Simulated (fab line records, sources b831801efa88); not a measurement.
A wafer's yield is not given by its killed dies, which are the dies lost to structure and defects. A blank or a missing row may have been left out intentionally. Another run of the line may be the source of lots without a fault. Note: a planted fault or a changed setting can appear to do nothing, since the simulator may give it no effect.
A single fault, viewed from 2 desks ; flow sky130 ; each desk has only its own numbers; what lay behind them comes last

== THE TOOL OWNER'S DESK: lithoTrack-01 ==
The tool's own readings at SKY_VIA2_DEVELOP_11 (develop time 57.96 s): means of the sampled wafers that have a number, for each lot that ran on this tool. A lot is out of limits, marked OUT, if its mean lies more than 4 standard deviations from the usual mean; the brackets give that distance.
Columns: A = developerTempC at SKY_VIA2_DEVELOP_11, usual 21.03 C
lot;first seen here;A
L160;day 36 00:00;21.14
L161;day 36 15:00;20.94
L167;day 38 20:00;21.02
L168;day 39 00:00;21.13
L171;day 39 19:00;21.77 (+6.7) OUT
L173;day 40 07:00;21.60 (+5.2) OUT
This desk's finding: out of limits on L171, L173; first on L171, day 39 19:00 (developerTempC at SKY_VIA2_DEVELOP_11). Within limits: L160, L161, L167, L168.

== AT THE METROLOGY DESK ==
What the gauges read, lot by lot, whatever tool the lot ran on: means of the sampled wafers that have a number. A lot is out of limits, marked OUT, if its mean lies more than 4 standard deviations from the usual mean; the brackets give that distance.
Columns: A = METAL2_ALCU_RS at SKY_METAL2_RS_MEAS_05, usual 0.1266 ohm/sq; B = cdNm at SKY_VIA2_CD_MEAS_12, usual 199.5 nm
lot;first seen here;A;B
L160;day 33 19:08;0.1264;198.7
L161;day 34 08:40;0.1245;200.0
L164;day 35 08:39;0.1285;198.3
L165;day 36 09:46;0.1248;200.7
L167;day 36 14:40;0.1284;200.2
L168;day 36 20:07;0.1281;198.9
L169;day 37 04:21;0.1264;199.3
L171;day 37 15:24;0.1256;201.0
L172;day 37 22:49;0.1262;199.8
L173;day 38 04:07;0.1264;198.9
L181;day 40 17:28;0.1274;199.4
L182;day 40 19:05;0.1283;201.0
L183;day 41 00:04;0.1269;198.9
Finding of this desk: none of the 13 lots has anything out of limits.

== TAKEN TOGETHER ==
The tool owner's desk could have raised an alarm at day 39 19:00, on L171, L173.
At the metrology desk, nothing out of limits was observed.
The metrology desk holds a record of L171, L173, inside its limits.
SKY_VIA2_DEVELOP_11 was run on lithoTrack-01 by each of the lots named.

== WHAT THE SIMULATOR PUT IN ==
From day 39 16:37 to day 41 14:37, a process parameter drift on lithoTrack-01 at SKY_VIA2_DEVELOP_11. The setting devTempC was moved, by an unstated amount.
Lots struck among those shown: L171, L173.
Time in hours from fault onset to the first out-of-limits reading at each desk: the tool owner's desk, 2.
